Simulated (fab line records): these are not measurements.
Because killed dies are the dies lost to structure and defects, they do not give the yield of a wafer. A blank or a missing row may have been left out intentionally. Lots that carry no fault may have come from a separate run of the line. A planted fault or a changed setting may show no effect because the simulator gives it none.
fab line records	flow sfq_line
record lots=14	wafers=42	last_day=83
route steps=325 shown M5@202
lots untouched by any fault: they come from a run of this same line in which no faults occurred
start_h: start of the lot's first displayed wafer, in hours after the record's first day	wait_h: hours from the lot's prior step to this one	" as in the row above	L1.1+2: one row covering several wafers at once	- either no value or no given start	* or withheld: withheld	< > ~ a bound
route shown NAME@n: names a module that has steps shown in the file, with the first one's number in the route	usual: mean/standard deviation of fault-free wafers	same: alike in all rows	chamber/n: place in a boat	sites: readings site by site	_std_site: standard deviation of those values	_edge_site: outer sites' mean less inner sites'	radius_mm: for every site, how far away it sits from the centre of the wafer	mask NAME#n: copy n	behind: tool/chamber where the wafer was last shaped	hold: cause of the lot's hold/its duration in hours/its outcome	device: whichever transistor did not switch (one of n, p or np)	end of line: tests run on the same wafers once the route is complete	a step with no rows: only its recipe	killed: at the first sort, the dies lost to defects and structure; wafer yield is something else	map: per-die view of a wafer (x killed, . not killed, _ where there is no die)
set.NAME: the setting that was run; set.NAME@STEP: the one run at that earlier step	model.NAME: the simulator's own value behind a step, which no gauge read
a sample of lots followed through the steps of the route, with each step as a table and each wafer as a row
## steps
# step SFQ_TRILAYER_M5_LITHO_PEB_126
# recipe peb_temp_c=115	peb_time_s=60	resist=KrF
# usual chill_plate_temp_C=22.99/0.11	exhaust_pa=45.0/0.9
lot.wafer	tool	chamber	start_h	wait_h	chill_plate_temp_C	exhaust_pa
L597.1	litho_track-03	0	1169.30	1.0	23.08	44.8
L597.4	"	0	"	"	22.92	44.5
L597.6	"	0	"	"	22.92	46.3
L599.1	litho_track-03	0	1178.47	1.0	22.96	44.9
L599.3	"	0	"	"	22.98	44.2
L599.4	"	0	"	"	23.17	44.2
L601.4	litho_track-01	0	1304.83	0.5	23.14	45.0
L601.5	"	0	"	"	23.04	43.8
L601.6	"	0	"	"	23.12	43.4
L603.3	litho_track-01	0	1318.00	0.7	22.94	45.3
L603.4	"	0	"	"	23.08	45.3
L603.6	"	0	"	"	23.10	44.4
L604.1	litho_track-01	0	1321.68	1.0	22.85	45.9
L604.3	"	0	"	"	22.89	44.2
L604.5	"	0	"	"	23.07	44.1
L605.2	litho_track-03	0	1338.50	0.8	22.76	44.5
L605.3	"	0	"	"	22.84	45.1
L605.6	"	0	"	"	22.75	45.2
L606.1	litho_track-02	0	1386.02	1.0	22.78	45.0
L606.3	"	0	"	"	23.03	44.3
L606.6	"	0	"	"	23.00	44.4
L607.2	litho_track-02	0	1387.24	0.8	22.87	44.0
L607.4	"	0	"	"	23.08	44.0
L607.6	"	0	"	"	22.98	45.5
L609.3	litho_track-02	0	1502.76	0.7	22.88	45.4
L609.5	"	0	"	"	22.90	45.5
L609.6	"	0	"	"	22.95	45.2
L612.1	litho_track-02	-	1528.58	1.0	-	-
L612.4	"	-	"	"	-	-
L612.6	"	-	"	"	-	-
L613.1	litho_track-01	-	1530.98	1.0	-	-
L613.3	"	-	"	"	-	-
L613.5	"	-	"	"	-	-
L614.2	litho_track-03	0	1533.41	0.8	23.02	43.1
L614.4	"	0	"	"	22.99	44.8
L614.6	"	0	"	"	23.11	44.0
L619.1	litho_track-03	0	1561.72	1.0	23.20	44.8
L619.3	"	0	"	"	23.03	44.4
L619.5	"	0	"	"	23.08	46.4
L620.1	litho_track-01	0	1566.72	-	22.96	47.1
L620.3	"	0	"	"	22.91	47.5
L620.4	"	0	"	"	22.93	45.5
## key
first_sign step=SFQ_TRILAYER_M5_LITHO_PEB_126	reading=tool_record	direction=missing
effect none on later readings
met_at SFQ_TRILAYER_M5_LITHO_PEB_126
struck_lots L612,L613
onset_between 1502.76 1528.58
fault kind=skipped_step_whole	tool=litho_track-01,litho_track-02	chamber=-	onset_h=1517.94	steps=SFQ_TRILAYER_M5_LITHO_PEB_126	scope=struck_lots_only
